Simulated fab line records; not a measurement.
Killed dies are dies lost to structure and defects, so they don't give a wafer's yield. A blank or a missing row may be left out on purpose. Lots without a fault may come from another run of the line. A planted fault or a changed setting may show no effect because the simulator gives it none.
fab line records + flow sky130
record:
- lots: 14
- wafers: 42
- last_day: 50
route steps=708 shown VIA2@519 METAL3@533
lots with no fault: from the same line, run without faults
start_h: hours from the record's opening day to when the first of the lot's shown wafers began + wait_h: hours since the lot's step before + " unchanged from the row above + L1.1+2: a single row standing in for several wafers + - no value, or no start was given + * or withheld: withheld + < > ~ a bound
route shown NAME@n: NAME is a module with steps in the file, n the number in the route of the first one + usual: mean and standard deviation over wafers with no fault + same: alike in all rows + chamber/n: place in a boat + sites: each site's reading + _std_site: standard deviation of those values + _edge_site: inner sites' mean taken away from outer sites' mean + radius_mm: for every site, how far away it sits from the centre of the wafer + mask NAME#n: copy n + behind: the most recent tool/chamber to have shaped the wafer + hold: cause of the lot's hold/its duration in hours/its outcome + device: transistor that didn't switch, given as n, p or np + end of line: at the end of the route, the tests of the same wafers + where a step has no rows: the recipe by itself + killed: at the first sort, the dies lost to defects and structure; wafer yield is something else + map: a wafer's dies, marking killed ones x, the rest . and places with no die _
set.NAME: setting as actually run; set.NAME@STEP: the setting as run at that earlier step + model.NAME: the simulator's own value behind a step, which no gauge read
route steps across a sampled set of lots; one table per step, one row per wafer
services: a tool's chamber out of use, with start hour (start_h, from the record's first day; less than 0 if before it), hours out, and reason
== steps ==
step: SKY_VIA2_CD_MEAS_12
recipe:
- target_cd_nm: 200
usual:
- cd_nm: 199.9/1.3
| lot.wafer | tool      | chamber | start_h | wait_h | cd_nm |
|-----------|-----------|---------|---------|--------|-------|
| L425.1    | cd_sem-02 | -       | 842.65  | -      | 199.8 |
| L425.3    | "         | -       | "       | "      | 200.5 |
| L425.6    | "         | -       | "       | "      | 200.2 |
| L429.2    | cd_sem-02 | -       | 872.24  | -      | 200.8 |
| L429.4    | "         | -       | "       | "      | 202.0 |
| L429.5    | "         | -       | "       | "      | 200.5 |
| L430.2    | cd_sem-02 | -       | 885.06  | -      | 198.4 |
| L430.3    | "         | -       | "       | "      | 199.1 |
| L430.6    | "         | -       | "       | "      | 197.8 |
| L431.2    | cd_sem-01 | -       | 896.82  | -      | 200.4 |
| L431.5    | "         | -       | "       | "      | 200.7 |
| L431.6    | "         | -       | "       | "      | 200.0 |
| L432.2    | cd_sem-01 | -       | 899.81  | -      | 198.5 |
| L432.3    | "         | -       | "       | "      | 197.7 |
| L432.6    | "         | -       | "       | "      | 197.1 |
| L433.1    | cd_sem-01 | -       | 906.70  | -      | 198.2 |
| L433.2    | "         | -       | "       | "      | 198.6 |
| L433.3    | "         | -       | "       | "      | 199.5 |
| L435.1    | cd_sem-02 | -       | 922.79  | -      | 199.6 |
| L435.2    | "         | -       | "       | "      | 199.5 |
| L435.3    | "         | -       | "       | "      | 200.3 |
| L436.2    | cd_sem-02 | -       | 926.07  | -      | 201.0 |
| L436.3    | "         | -       | "       | "      | 200.5 |
| L436.6    | "         | -       | "       | "      | 200.7 |
| L440.1    | cd_sem-02 | -       | 965.15  | -      | 201.2 |
| L440.3    | "         | -       | "       | "      | 200.7 |
| L440.5    | "         | -       | "       | "      | 201.4 |
| L441.3    | cd_sem-01 | -       | 973.22  | -      | 196.6 |
| L441.5    | "         | -       | "       | "      | 197.8 |
| L441.6    | "         | -       | "       | "      | 199.5 |
| L442.2    | cd_sem-01 | -       | 986.26  | -      | 201.2 |
| L442.3    | "         | -       | "       | "      | 200.8 |
| L442.5    | "         | -       | "       | "      | 200.7 |
| L445.1    | cd_sem-02 | -       | 994.43  | -      | 202.1 |
| L445.4    | "         | -       | "       | "      | 201.3 |
| L445.5    | "         | -       | "       | "      | 203.5 |
| L448.1    | cd_sem-02 | -       | 1007.78 | -      | 201.2 |
| L448.3    | "         | -       | "       | "      | 201.6 |
| L448.6    | "         | -       | "       | "      | 200.6 |
| L447.1    | cd_sem-02 | -       | 1010.59 | -      | 201.8 |
| L447.5    | "         | -       | "       | "      | 200.3 |
| L447.6    | "         | -       | "       | "      | 201.1 |
step: SKY_VIA2_STRIP_16
recipe:
- chemistry: O2/N2
- power_w: 1400
- pressure_mtorr: 1500
- platen_temp_c: withheld
- o2_flow_sccm: 3000
- n2_flow_sccm: 300
- overash_fraction: 0.5
usual:
- chamber_pressure_mTorr: 1499.8/1.5
- drypump_motor_current_A: 5.6/0.47
- oes_product_au: 0.398/0.0048
- strip_time_to_endpoint_s: 4.03/0.036
| lot.wafer | tool            | chamber | start_h | wait_h | chamber_pressure_mTorr | drypump_motor_current_A | oes_product_au | rf_hours_counter_h | strip_time_to_endpoint_s |
|-----------|-----------------|---------|---------|--------|------------------------|-------------------------|----------------|--------------------|--------------------------|
| L425.1    | plasma_asher-02 | 1       | 842.91  | 0.0    | 1499.2                 | 4.8                     | 0.397          | 101                | 3.98                     |
| L425.3    | "               | 0       | "       | "      | 1499.7                 | 5.8                     | 0.402          | -                  | 4.04                     |
| L425.6    | "               | 0       | "       | "      | 1499.0                 | 5.8                     | 0.407          | -                  | 4.02                     |
| L429.2    | plasma_asher-03 | 0       | 872.49  | 0.0    | 1500.7                 | 6.0                     | 0.401          | 13                 | 4.04                     |
| L429.4    | "               | 1       | "       | "      | 1498.0                 | 5.4                     | 0.406          | -                  | 4.04                     |
| L429.5    | "               | 0       | "       | "      | 1497.9                 | 6.0                     | 0.392          | -                  | 3.98                     |
| L430.2    | plasma_asher-02 | 0       | 885.30  | 0.0    | 1498.2                 | 5.8                     | 0.398          | 106                | 4.03                     |
| L430.3    | "               | 1       | "       | "      | 1500.5                 | 4.8                     | 0.390          | -                  | 4.00                     |
| L430.6    | "               | 1       | "       | "      | 1498.1                 | 4.8                     | 0.401          | -                  | 4.08                     |
| L431.2    | plasma_asher-02 | 0       | 897.06  | 0.0    | 1500.0                 | 5.7                     | 0.400          | 107                | 4.05                     |
| L431.5    | "               | 1       | "       | "      | 1500.4                 | 4.8                     | 0.394          | -                  | 3.97                     |
| L431.6    | "               | 0       | "       | "      | 1500.7                 | 5.8                     | 0.395          | -                  | 3.98                     |
| L432.2    | plasma_asher-04 | 0       | 900.05  | 0.0    | 1499.6                 | 6.2                     | 0.406          | 45                 | 4.00                     |
| L432.3    | "               | 1       | "       | "      | 1498.7                 | 5.5                     | 0.396          | -                  | 3.99                     |
| L432.6    | "               | 0       | "       | "      | 1502.3                 | 6.1                     | 0.397          | -                  | 3.99                     |
| L433.1    | plasma_asher-04 | 0       | 906.96  | 0.0    | 1499.7                 | 6.2                     | 0.406          | 46                 | 4.08                     |
| L433.2    | "               | 1       | "       | "      | 1500.2                 | 5.5                     | 0.400          | 46                 | 4.05                     |
| L433.3    | "               | 1       | "       | "      | 1499.9                 | 5.5                     | 0.388          | -                  | 4.06                     |
| L435.1    | plasma_asher-04 | 0       | 923.05  | 0.0    | 1499.8                 | 6.2                     | 0.398          | 48                 | 3.98                     |
| L435.2    | "               | 1       | "       | "      | 1499.5                 | 5.5                     | 0.397          | 48                 | 4.03                     |
| L435.3    | "               | 1       | "       | "      | 1502.3                 | 5.5                     | 0.396          | -                  | 4.02                     |
| L436.2    | plasma_asher-02 | 0       | 926.31  | 0.0    | 1499.4                 | 5.7                     | 0.404          | 110                | 4.09                     |
| L436.3    | "               | 0       | "       | "      | 1500.3                 | 5.7                     | 0.398          | -                  | 4.00                     |
| L436.6    | "               | 0       | "       | "      | 1499.6                 | 5.8                     | 0.400          | -                  | 4.08                     |
| L440.1    | plasma_asher-02 | 1       | 965.41  | 0.0    | -                      | -                       | -              | -                  | -                        |
| L440.3    | "               | 1       | "       | "      | -                      | -                       | -              | -                  | -                        |
| L440.5    | "               | 1       | "       | "      | -                      | -                       | -              | -                  | -                        |
| L441.3    | plasma_asher-02 | 1       | 973.47  | 0.1    | -                      | -                       | -              | -                  | -                        |
| L441.5    | "               | 0       | "       | "      | -                      | -                       | -              | -                  | -                        |
| L441.6    | "               | 1       | "       | "      | -                      | -                       | -              | -                  | -                        |
| L442.2    | plasma_asher-03 | 1       | 986.50  | 0.0    | 1498.7                 | 5.4                     | 0.395          | 24                 | 4.05                     |
| L442.3    | "               | 0       | "       | "      | 1501.0                 | 6.0                     | 0.403          | -                  | 4.03                     |
| L442.5    | "               | 0       | "       | "      | 1498.9                 | 6.0                     | 0.391          | -                  | 4.04                     |
| L445.1    | plasma_asher-04 | 1       | 994.69  | 0.0    | 1498.4                 | 5.5                     | 0.396          | 55                 | 4.01                     |
| L445.4    | "               | 1       | "       | "      | 1500.7                 | 5.5                     | 0.394          | -                  | 4.05                     |
| L445.5    | "               | 1       | "       | "      | 1500.2                 | 5.5                     | 0.393          | -                  | 4.00                     |
| L448.1    | plasma_asher-02 | 0       | 1008.04 | 0.0    | 1497.9                 | 5.8                     | 0.398          | 118                | 3.95                     |
| L448.3    | "               | 0       | "       | "      | 1503.7                 | 5.8                     | 0.398          | -                  | 4.04                     |
| L448.6    | "               | 0       | "       | "      | 1497.1                 | 5.7                     | 0.393          | -                  | 3.96                     |
| L447.1    | plasma_asher-04 | 0       | 1010.85 | 0.0    | 1498.1                 | 6.2                     | 0.405          | 56                 | 4.08                     |
| L447.5    | "               | 0       | "       | "      | 1501.2                 | 6.2                     | 0.403          | -                  | 3.99                     |
| L447.6    | "               | 1       | "       | "      | 1498.5                 | 5.5                     | 0.400          | -                  | 4.10                     |
step: SKY_METAL3_SPUTTER_01
recipe:
- material: TiN
- target_thk_nm: 20
- power_w: 6500
- time_s: 16.7
- chamber_pressure_pa: 0.4
usual:
- throttle_valve_pct: 29.9/1.3
| lot.wafer | tool           | chamber | start_h | wait_h | throttle_valve_pct |
|-----------|----------------|---------|---------|--------|--------------------|
| L425.1    | pvd_sputter-04 | -       | 844.19  | 0.0    | 30.1               |
| L425.3    | "              | -       | "       | "      | 29.9               |
| L425.6    | "              | -       | "       | "      | 30.3               |
| L429.2    | pvd_sputter-04 | -       | 873.77  | 0.0    | 29.9               |
| L429.4    | "              | -       | "       | "      | 29.8               |
| L429.5    | "              | -       | "       | "      | 27.4               |
| L430.2    | pvd_sputter-01 | -       | 886.62  | 0.0    | 30.9               |
| L430.3    | "              | -       | "       | "      | 31.2               |
| L430.6    | "              | -       | "       | "      | 31.2               |
| L431.2    | pvd_sputter-01 | -       | 898.38  | 0.0    | 31.2               |
| L431.5    | "              | -       | "       | "      | 31.1               |
| L431.6    | "              | -       | "       | "      | 29.9               |
| L432.2    | pvd_sputter-01 | -       | 901.34  | 0.0    | 31.3               |
| L432.3    | "              | -       | "       | "      | 29.6               |
| L432.6    | "              | -       | "       | "      | 29.6               |
| L433.1    | pvd_sputter-01 | -       | 908.49  | 0.0    | 31.2               |
| L433.2    | "              | -       | "       | "      | 29.4               |
| L433.3    | "              | -       | "       | "      | 29.8               |
| L435.1    | pvd_sputter-04 | -       | 924.38  | 0.0    | 30.3               |
| L435.2    | "              | -       | "       | "      | 29.9               |
| L435.3    | "              | -       | "       | "      | 27.3               |
| L436.2    | pvd_sputter-04 | -       | 927.61  | 0.0    | 29.7               |
| L436.3    | "              | -       | "       | "      | 29.8               |
| L436.6    | "              | -       | "       | "      | 29.8               |
| L442.2    | pvd_sputter-01 | -       | 987.93  | 0.0    | 31.0               |
| L442.3    | "              | -       | "       | "      | 31.2               |
| L442.5    | "              | -       | "       | "      | 31.2               |
| L445.1    | pvd_sputter-04 | -       | 995.97  | 0.0    | 27.5               |
| L445.4    | "              | -       | "       | "      | 29.6               |
| L445.5    | "              | -       | "       | "      | 27.5               |
| L448.1    | pvd_sputter-04 | -       | 1009.32 | 0.0    | 27.6               |
| L448.3    | "              | -       | "       | "      | 29.7               |
| L448.6    | "              | -       | "       | "      | 27.3               |
| L447.1    | pvd_sputter-02 | -       | 1012.14 | 0.0    | 33.3               |
| L447.5    | "              | -       | "       | "      | 33.2               |
| L447.6    | "              | -       | "       | "      | 31.1               |
step: SKY_METAL3_SPUTTER_03
recipe:
- material: Ti
- target_thk_nm: 5
- power_w: 3000
- time_s: 3.3
- chamber_pressure_pa: 0.4
usual:
- throttle_valve_pct: 29.9/1.3
| lot.wafer | tool           | chamber | start_h | wait_h | throttle_valve_pct |
|-----------|----------------|---------|---------|--------|--------------------|
| L425.1    | pvd_sputter-04 | -       | 844.26  | 0.0    | 30.2               |
| L425.3    | "              | -       | "       | "      | 29.6               |
| L425.6    | "              | -       | "       | "      | 30.0               |
| L429.2    | pvd_sputter-04 | -       | 873.84  | 0.0    | 29.6               |
| L429.4    | "              | -       | "       | "      | 30.0               |
| L429.5    | "              | -       | "       | "      | 27.5               |
| L430.2    | pvd_sputter-01 | -       | 886.68  | 0.0    | 31.2               |
| L430.3    | "              | -       | "       | "      | 31.1               |
| L430.6    | "              | -       | "       | "      | 31.1               |
| L431.2    | pvd_sputter-01 | -       | 898.45  | 0.0    | 31.1               |
| L431.5    | "              | -       | "       | "      | 31.3               |
| L431.6    | "              | -       | "       | "      | 29.7               |
| L432.2    | pvd_sputter-01 | -       | 901.41  | 0.0    | 31.4               |
| L432.3    | "              | -       | "       | "      | 29.7               |
| L432.6    | "              | -       | "       | "      | 29.3               |
| L433.1    | pvd_sputter-01 | -       | 908.55  | 0.0    | 31.0               |
| L433.2    | "              | -       | "       | "      | 29.5               |
| L433.3    | "              | -       | "       | "      | 29.9               |
| L435.1    | pvd_sputter-04 | -       | 924.44  | 0.0    | 30.6               |
| L435.2    | "              | -       | "       | "      | 29.7               |
| L435.3    | "              | -       | "       | "      | 27.8               |
| L436.2    | pvd_sputter-04 | -       | 927.67  | 0.0    | 29.8               |
| L436.3    | "              | -       | "       | "      | 29.7               |
| L436.6    | "              | -       | "       | "      | 29.8               |
| L442.2    | pvd_sputter-01 | -       | 987.99  | 0.0    | 31.2               |
| L442.3    | "              | -       | "       | "      | 31.0               |
| L442.5    | "              | -       | "       | "      | 31.0               |
| L445.1    | pvd_sputter-04 | -       | 996.04  | 0.0    | 27.4               |
| L445.4    | "              | -       | "       | "      | 29.7               |
| L445.5    | "              | -       | "       | "      | 27.3               |
| L448.1    | pvd_sputter-04 | -       | 1009.39 | 0.0    | 27.5               |
| L448.3    | "              | -       | "       | "      | 29.6               |
| L448.6    | "              | -       | "       | "      | 27.4               |
| L447.1    | pvd_sputter-02 | -       | 1012.20 | 0.0    | 32.9               |
| L447.5    | "              | -       | "       | "      | 33.4               |
| L447.6    | "              | -       | "       | "      | 30.7               |
== services ==
| tool            | chamber | start_h | hours | kind   |
|-----------------|---------|---------|-------|--------|
| pvd_sputter-01  | -       | 841.57  | 7.9   | repair |
| pvd_sputter-02  | -       | 935.83  | 12.5  | repair |
| plasma_asher-04 | -       | 976.03  | 2.8   | pm     |
| plasma_asher-04 | -       | 991.46  | 1.3   | repair |
| plasma_asher-03 | -       | 1003.45 | 2.8   | pm     |
== key ==
first_sign:
- step: SKY_VIA2_STRIP_16
- reading: tool_record
- direction: missing
effect none on later readings
met_at SKY_VIA2_STRIP_16
struck_lots L440,L441
later_rows_left_out L440.1,L440.3,L440.5,L441.3,L441.5,L441.6
sort_left_out L440.1,L440.3,L440.5,L441.3,L441.5,L441.6
not_acting_at SKY_VIA2_CD_MEAS_12,SKY_METAL3_SPUTTER_01,SKY_METAL3_SPUTTER_03
onset_between 926.31 965.41
fault:
- kind: skipped_step_whole
- tool: plasma_asher-02
- chamber: -
- onset_h: 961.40
- steps: SKY_VIA2_STRIP_16
- scope: struck_lots_only
sort_left_out: the simulated sort isn't trusted on such a fault, so these wafers' sort isn't shown, and their yield isn't known
later_rows_left_out: the simulator's readings of these wafers behind a module that went badly wrong aren't trusted and aren't shown, but for the sort
